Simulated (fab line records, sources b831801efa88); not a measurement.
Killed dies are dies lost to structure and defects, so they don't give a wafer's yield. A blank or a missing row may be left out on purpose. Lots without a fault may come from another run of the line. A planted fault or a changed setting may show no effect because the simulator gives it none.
fab line records | flow gf180mcu
record lots=7 wafers=18 last_day=34
route steps=602 shown TOP_METAL@571 PASSIVATION@602
lots that met no fault: from a run of the same line without faults
start_h: hours from the record's first day to the start of the lot's first wafer shown | wait_h: hours since the lot's step before | " the same as in the row above | L1.1+2: a row that stands for several wafers | - no value, or no start given | * or withheld: withheld | < > ~ a bound
route shown NAME@n: a module of which the file shows steps, and the number in the route of the first | usual: mean/standard deviation of fault-free wafers | same: alike in all rows | chamber/n: place in a boat | sites: the reading at each site | _std_site: their standard deviation | _edge_site: outer sites' mean less inner sites' | radius_mm: how far each site lies from the wafer's centre | mask NAME#n: copy n | behind: the tool/chamber that last shaped the wafer | hold: why the lot was held/for how many hours/how that ended | device: the transistor (n, p or np) that didn't switch | end of line: the same wafers' tests at the end of the route | a step without rows: its recipe alone | killed: dies lost to structure and defects at the first sort, not the wafer's yield | map: a wafer's dies, x killed, . not, _ none there
set.NAME: the setting as run; set.NAME@STEP: as run at that earlier step | model.NAME: the simulator's own value behind a step, which no gauge read
lots at some steps of the route; a table a step, a row a wafer
services: from which hour (start_h, from the record's first day; less than 0 if before it) a tool's chamber was out of use, for how many hours, and why
## steps
# step GF_TOP_METAL_SPUTTER_04
# recipe material=TiN target_thk_nm=25 power_w=6500 time_s=20.8 chamber_pressure_pa=0.4
# usual throttle_valve_pct=30.1/1
# columns lot.wafer tool chamber start_h wait_h throttle_valve_pct
L648.2 pvd_sputter-02 - 678.13 0.0 31.5
L648.3 " - " " 30.1
L650.2 pvd_sputter-02 - 695.63 0.0 28.9
L650.3 " - " " 30.5
L651.2 pvd_sputter-01 - 698.88 0.0 29.1
L651.6 " - " " 29.5
L655.2 pvd_sputter-03 - 723.96 0.0 29.4
L655.3 " - " " 30.7
L655.4 " - " " 29.6
L659.1 pvd_sputter-02 - 755.25 0.0 30.1
L659.5 " - " " 31.5
L659.6 " - " " 28.9
L662.1 pvd_sputter-02 - 765.78 0.0 28.7
L662.4 " - " " 30.1
L662.6 " - " " 30.3
L664.1 pvd_sputter-02 - 778.92 0.0 29.0
L664.2 " - " " 30.3
L664.3 " - " " 31.7
# step GF_TOP_METAL_RS_MEAS_05
# recipe thk_meas_gauge=four-point-probe reads=TiN_of_TOP_METAL_SPUTTER_04+Ti_of_TOP_METAL_SPUTTER_03+AlCu_of_TOP_METAL_SPUTTER_02+TiN_of_TOP_METAL_SPUTTER_01+Ti_of_TOP_METAL_SPUTTER_00
# usual TOP_METAL_ALCU_RS=0.0328/0.00037
# columns lot.wafer tool chamber start_h wait_h TOP_METAL_ALCU_RS[ohm/sq]
L648.2 film_metro-01 - 678.18 0.0 0.0328
L648.3 " - " " 0.0329
L650.2 film_metro-01 - 695.67 0.0 0.0329
L650.3 " - " " 0.0326
L651.2 film_metro-02 - 698.93 0.0 0.0326
L651.6 " - " " 0.0335
L655.2 film_metro-01 - 724.01 0.0 0.0327
L655.3 " - " " 0.0333
L655.4 " - " " 0.0327
L659.1 film_metro-03 - 755.28 0.0 0.0328
L659.5 " - " " 0.0325
L659.6 " - " " 0.0331
L662.1 film_metro-03 - 765.81 0.0 0.0331
L662.4 " - " " 0.0324
L662.6 " - " " 0.0326
L664.1 film_metro-01 - 778.95 0.0 0.0331
L664.2 " - " " 0.0329
L664.3 " - " " 0.0326
# step GF_TOP_METAL_THK_MEAS_06
# recipe thk_meas_gauge=xrf reads=AlCu_of_TOP_METAL_SPUTTER_02
# usual TOP_METAL_ALCU_THK=891/10
# columns lot.wafer tool chamber start_h wait_h TOP_METAL_ALCU_THK[nm]
L648.2 film_metro-01 - 678.29 0.1 892
L648.3 " - " " 896
L650.2 film_metro-01 - 695.78 0.1 894
L650.3 " - " " 900
L651.2 film_metro-02 - 699.04 0.1 895
L651.6 " - " " 872
L655.2 film_metro-01 - 724.12 0.1 896
L655.3 " - " " 884
L655.4 " - " " 899
L659.1 film_metro-03 - 755.40 0.1 885
L659.5 " - " " 893
L659.6 " - " " 884
L662.1 film_metro-03 - 765.93 0.1 878
L662.4 " - " " 897
L662.6 " - " " 894
L664.1 film_metro-01 - 779.07 0.1 882
L664.2 " - " " 884
L664.3 " - " " 899
# step GF_TOP_METAL_DEHYDRATE_07
# recipe temp_c=200 time_s=60
# step GF_TOP_METAL_HMDS_08
# recipe prime_time_s=60 prime_temp_c=120
# step GF_TOP_METAL_COAT_09
# recipe resist=NOVOLAK spin_rpm=3000 resist_thk_nm=1500
# step GF_TOP_METAL_SOFTBAKE_10
# recipe temp_c=90 time_s=60 resist=NOVOLAK
# step GF_TOP_METAL_EXPOSE_11
# recipe mask_id=MetalTop target_cd_nm=440 na=0.6 source_shape=conventional sigma_outer=0.6 dose_mj=170
# step GF_TOP_METAL_PEB_12
# recipe temp_c=withheld time_s=* resist=NOVOLAK
# step GF_TOP_METAL_DEVELOP_13
# recipe develop_time_s=60 dev_temp_c=23
# step GF_TOP_METAL_CD_MEAS_14
# recipe target_cd_nm=440
# usual cd_nm=439.9/2.7
# columns lot.wafer tool chamber start_h wait_h cd_nm
L648.2 cd_sem-01 - 696.72 0.1 444.7
L648.3 " - " " 443.8
L650.2 cd_sem-01 - 713.39 0.1 444.0
L650.3 " - " " 443.3
L651.2 cd_sem-02 - 717.42 0.1 441.1
L651.6 " - " " 442.4
L655.2 cd_sem-01 - 740.72 0.1 438.7
L655.3 " - " " 442.2
L655.4 " - " " 439.9
L659.1 cd_sem-01 - 771.36 0.1 441.7
L659.5 " - " " 440.6
L659.6 " - " " 439.5
L662.1 cd_sem-02 - 780.40 0.1 435.3
L662.4 " - " " 436.6
L662.6 " - " " 436.1
L664.1 cd_sem-02 - 794.35 0.1 441.3
L664.2 " - " " 437.5
L664.3 " - " " 440.7
# step GF_TOP_METAL_OVL_MEAS_15
# usual TOP_METAL_OVL=-0.3/1.4
# columns lot.wafer tool chamber start_h wait_h TOP_METAL_OVL[nm]
L648.2 overlay-01 - 696.83 0.1 0.5
L648.3 " - " " 1.5
L650.2 overlay-02 - 713.50 0.1 -1.6
L650.3 " - " " -0.3
L651.2 overlay-01 - 717.53 0.1 -1.5
L651.6 " - " " 0.1
L655.2 overlay-02 - 740.83 0.1 1.6
L655.3 " - " " 2.7
L655.4 " - " " 2.3
L659.1 overlay-01 - 771.48 0.1 -0.8
L659.5 " - " " -0.3
L659.6 " - " " 0.1
L662.1 overlay-02 - 780.52 0.1 0.9
L662.4 " - " " 1.3
L662.6 " - " " 1.4
L664.1 overlay-02 - 794.47 0.1 -2.1
L664.2 " - " " -3.0
L664.3 " - " " -2.9
# step GF_TOP_METAL_METAL_ETCH_16
# recipe chemistry=Cl2/BCl3 mask_material=NOVOLAK target_depth_nm=1077.5 stop_on=SiO2 pressure_mtorr=8 icp_w=800 bias_w=140 Cl2_flow_sccm=80 bcl3_flow_sccm=40 time_s=179.6
# usual bias_w=140.0/0.44 drypump_motor_current_A=5.6/0.6 mfc_cl2_sccm=80.00/0.28 oes_product_au=0.964/0.0074 throttle_valve_pct=28.259/0.01
# columns lot.wafer tool chamber start_h wait_h bias_w drypump_motor_current_A mfc_cl2_sccm oes_product_au rf_hours_counter_h throttle_valve_pct model.etch.depth_nm model.TOP_METAL.feature_depth_nm model.NOVOLAK_of_TOP_METAL_COAT_09.thk_nm
L648.2 rie_metal-01 1 696.86 0.0 140.1 6.4 79.71 0.929 4 28.305 941.4 941.4 1125
L648.3 " 0 " " 140.0 6.4 80.06 0.952 - 28.262 1018 1018 1069
L650.2 rie_metal-01 1 713.53 0.0 138.4 6.5 80.05 0.915 5 28.313 926.5 926.5 1131
L650.3 " 0 " " 140.0 6.4 80.41 0.966 - 28.251 1025 1025 1088
L651.2 rie_metal-01 0 717.56 0.0 140.0 6.4 80.25 0.915 14 28.331 911.3 911.3 1135
L651.6 " 0 " " 140.3 6.4 80.26 0.954 - 28.281 1003 1003 1080
L655.2 rie_metal-02 0 740.86 0.0 140.3 5.4 79.94 0.971 6 28.247 1023 1023 1076
L655.3 " 1 " " 140.1 4.9 79.82 0.963 - 28.272 1009 1009 1081
L655.4 " 0 " " 140.4 5.4 79.85 0.964 - 28.266 1022 1022 1077
L659.1 rie_metal-02 0 771.52 0.0 140.5 5.4 80.01 0.959 7 28.251 1022 1022 1080
L659.5 " 0 " " 140.0 5.4 79.98 0.967 - 28.248 1028 1028 1072
L659.6 " 1 " " 140.1 5.0 80.38 0.963 - 28.261 1015 1015 1070
L662.1 rie_metal-01 0 780.56 0.0 140.1 6.4 80.09 0.968 2 28.265 1017 1017 1064
L662.4 " 1 " " 140.0 6.4 79.91 0.966 - 28.239 1031 1031 1052
L662.6 " 0 " " 140.3 6.4 80.24 0.973 - 28.261 1025 1025 1062
L664.1 rie_metal-02 1 794.51 0.0 139.9 4.9 79.42 0.959 7 28.282 1016 1016 1063
L664.2 " 0 " " 140.4 5.4 79.83 0.956 8 28.254 1018 1018 1070
L664.3 " 0 " " 140.5 5.3 79.83 0.959 - 28.257 1026 1026 1073
# step GF_TOP_METAL_STRIP_17
# recipe chemistry=O2/N2 power_w=1400 pressure_mtorr=1500 platen_temp_c=250 o2_flow_sccm=3000 n2_flow_sccm=300 overash_fraction=0.5
# usual drypump_motor_current_A=5.48/0.21 heater_power_w=326/11 oes_product_au=0.710/0.0045 strip_time_to_endpoint_s=13.48/0.087
# columns lot.wafer tool chamber start_h wait_h drypump_motor_current_A heater_power_w oes_product_au rf_hours_counter_h strip_time_to_endpoint_s
L648.2 plasma_asher-04 0 697.03 0.1 5.22 324 0.715 63 14.11
L648.3 " 1 " " 5.58 338 0.711 - 13.45
L650.2 plasma_asher-01 1 713.70 0.1 5.32 323 0.705 114 14.18
L650.3 " 0 " " 5.51 311 0.711 - 13.66
L651.2 plasma_asher-04 0 717.73 0.1 5.22 323 0.716 65 14.23
L651.6 " 1 " " 5.58 339 0.705 - 13.59
L655.2 plasma_asher-04 1 741.09 0.2 5.61 338 0.716 68 13.52
L655.3 " 0 " " 5.23 330 0.713 - 13.58
L655.4 " 1 " " 5.60 332 0.704 - 13.55
L659.1 plasma_asher-02 0 771.69 0.1 5.57 320 0.716 34 13.56
L659.5 " 1 " " 5.86 303 0.715 - 13.48
L659.6 " 0 " " 5.56 321 0.707 - 13.45
L662.1 plasma_asher-04 0 780.73 0.1 5.18 330 0.709 73 13.38
L662.4 " 1 " " 5.58 338 0.718 - 13.24
L662.6 " 1 " " 5.57 335 0.711 - 13.36
L664.1 plasma_asher-04 0 794.68 0.1 5.23 326 0.708 74 13.38
L664.2 " 1 " " 5.58 341 0.721 74 13.46
L664.3 " 0 " " 5.23 335 0.712 - 13.48
# step GF_TOP_METAL_STRIP_18
# recipe chemistry=post_etch_residue_remover time_s=1200 temp_c=72.5
# step GF_PASSIVATION_PROBE_99
# columns lot.wafer tool chamber start_h wait_h model.etest.diode_dnwell_sub.over_limit model.etest.met1_comb.over_limit model.etest.npoly_u.short model.etest.npoly_sal.short model.etest.contact_diode_array.over_limit model.etest.nmos_3p3_min.short model.etest.iso_nwell_nwell.over_limit model.etest.diode_nplus_pwell.over_limit
L648.2 prober-02 - 718.26 0.1 1 1 1 1 1 1 1 1
L648.3 prober-02 - 718.31 0.2 0 0 0 0 0 0 0 0
L650.2 prober-02 - 734.02 0.1 1 1 1 1 1 1 1 1
L650.3 prober-02 - 734.07 0.2 0 0 0 0 0 0 0 0
L651.2 prober-01 - 738.32 0.1 1 1 1 1 1 1 1 1
L651.6 prober-01 - 738.52 0.2 0 0 0 0 0 0 0 0
L655.2+3+4 prober-01 - 760.71 0.1 0 0 0 0 0 0 0 0
L659.1+5+6 prober-01 - 790.06 0.1 0 0 0 0 0 0 0 0
L662.1+4+6 prober-02 - 798.72 0.1 0 0 0 0 0 0 0 0
L664.1+2+3 prober-02 - 812.31 0.1 0 0 0 0 0 0 0 0
# killed by level:class
L648.2 V2:geometric_particle:open=8 V3:geometric_particle:short=5 V5:geometric_particle:open=5 V4:geometric_particle:open=4 V3:geometric_particle:open=4 STI:geometric_particle:open=3 SALICIDE:geometric_particle:open=3 CONTACT:geometric_particle:short=3
L648.3 CONTACT:geometric_particle:open=7 M5:geometric_particle:short=5 STI:geometric_particle:short=4 V1:geometric_particle:open=4 V2:geometric_particle:short=4 V5:geometric_particle:open=4 V2:geometric_particle:open=3 V3:geometric_particle:open=3
L655.2 CONTACT:geometric_particle:open=6 V4:geometric_particle:short=5 STI:geometric_particle:short=4 V1:geometric_particle:open=4 CONTACT:geometric_particle:short=3 V3:geometric_particle:open=3 V4:geometric_particle:open=3 STI:geometric_particle:open=2
L655.3 V2:geometric_particle:open=8 V4:geometric_particle:open=8 V3:geometric_particle:open=5 V5:geometric_particle:open=5 STI:geometric_particle:open=3 STI:geometric_particle:short=3 V1:geometric_particle:short=3 M4:geometric_particle:short=3
L655.4 V2:geometric_particle:open=8 M1:geometric_particle:short=5 V1:geometric_particle:short=4 CONTACT:geometric_particle:open=4 V3:geometric_particle:short=3 V4:geometric_particle:short=3 V4:geometric_particle:open=3 V5:geometric_particle:open=3
L659.1 V2:geometric_particle:open=8 V5:geometric_particle:open=5 V3:geometric_particle:open=4 STI:geometric_particle:short=3 V4:geometric_particle:open=3 CONTACT:geometric_particle:short=2 V1:geometric_particle:open=2 V2:geometric_particle:short=2
L659.5 V1:geometric_particle:open=6 V3:geometric_particle:short=6 V4:geometric_particle:open=4 V5:geometric_particle:open=4 STI:geometric_particle:open=3 SALICIDE:geometric_particle:open=3 M1:geometric_particle:short=3 V2:geometric_particle:short=3
L659.6 CONTACT:geometric_particle:short=5 CONTACT:geometric_particle:open=5 V3:geometric_particle:open=5 V4:geometric_particle:open=3 V2:geometric_particle:open=3 V3:geometric_particle:short=3 M4:geometric_particle:short=3 V5:geometric_particle:open=3
L662.1 V4:geometric_particle:open=7 STI:geometric_particle:open=6 CONTACT:geometric_particle:open=6 V5:geometric_particle:open=5 V3:geometric_particle:open=4 V1:geometric_particle:short=3 M2:geometric_particle:short=3 M5:geometric_particle:short=3
L662.4 V1:geometric_particle:open=6 V3:geometric_particle:open=6 CONTACT:geometric_particle:open=5 STI:geometric_particle:open=4 V2:geometric_particle:open=4 M1:geometric_particle:short=3 STI:geometric_particle:short=2 POLY_GATE:geometric_particle:open=2
L662.6 CONTACT:geometric_particle:open=7 M1:geometric_particle:short=5 V2:geometric_particle:open=5 V5:geometric_particle:open=5 STI:geometric_particle:short=4 V1:geometric_particle:open=4 V3:geometric_particle:open=4 M5:geometric_particle:short=4
L664.1 V5:geometric_particle:open=7 POLY_GATE:geometric_particle:short=5 CONTACT:geometric_particle:open=5 V2:geometric_particle:open=5 M1:geometric_particle:short=4 V1:geometric_particle:open=3 V3:geometric_particle:short=3 V3:geometric_particle:open=3
L664.2 V4:geometric_particle:open=6 V3:geometric_particle:open=5 CONTACT:geometric_particle:short=4 CONTACT:geometric_particle:open=4 V2:geometric_particle:short=4 V2:geometric_particle:open=4 V4:geometric_particle:short=4 STI:geometric_particle:open=3
L664.3 V2:geometric_particle:open=6 V1:geometric_particle:open=6 STI:geometric_particle:short=5 STI:geometric_particle:open=4 V3:geometric_particle:open=4 V3:geometric_particle:short=3 V5:geometric_particle:open=3 POLY_GATE:geometric_particle:short=2
## services
# columns tool chamber start_h hours kind
pvd_sputter-02 2 710.49 - consumable_replace:kit
pvd_sputter-02 2 710.49 18.0 scheduled_down
pvd_sputter-02 2 710.49 18.0 vent_cycle
pvd_sputter-03 - 713.18 1.3 repair
pvd_sputter-03 1 716.79 - consumable_replace:kit
pvd_sputter-03 1 716.79 18.0 scheduled_down
pvd_sputter-03 1 716.79 18.0 vent_cycle
rie_metal-01 0 718.17 - clean
rie_metal-01 0 718.17 16.7 scheduled_down
rie_metal-01 0 718.17 16.7 vent_cycle
plasma_asher-02 - 731.28 2.4 repair
plasma_asher-01 - 733.75 9.0 pm
plasma_asher-01 0 733.75 9.0 vent_cycle
plasma_asher-01 1 733.75 9.0 vent_cycle
plasma_asher-01 0 742.75 - clean
plasma_asher-01 1 742.75 - clean
pvd_sputter-03 0 787.07 - consumable_replace:kit
pvd_sputter-03 0 787.07 18.0 scheduled_down
pvd_sputter-03 0 787.07 18.0 vent_cycle
## key
first_sign step=GF_TOP_METAL_METAL_ETCH_16 reading=oes_product_au direction=down sigmas=6 usual=0.964 struck=0.920
effect step=GF_TOP_METAL_METAL_ETCH_16 reading=throttle_valve_pct direction=up sigmas=5.7 usual=28.259 struck=28.317
effect step=GF_TOP_METAL_STRIP_17 reading=strip_time_to_endpoint_s direction=up sigmas=8 usual=* struck=*
model_effect step=GF_TOP_METAL_METAL_ETCH_16 value=etch.depth_nm without=1021 struck=926.4
model_effect step=GF_PASSIVATION_PROBE_99 value=etest.diode_dnwell_sub.over_limit without=0 struck=1
met_at GF_TOP_METAL_METAL_ETCH_16
struck_wafers L648.2,L650.2,L651.2
sort_left_out L650.2,L651.2
fault kind=process_parameter_drift tool=rie_metal-01 chamber=- onset_h=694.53 steps=GF_TOP_METAL_METAL_ETCH_16 channel=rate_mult offset=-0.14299 shape=step end_h=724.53 scope=struck_wafers_only
# sort_left_out: the simulated sort isn't trusted on such a fault, so these wafers' sort isn't shown, and their yield isn't known
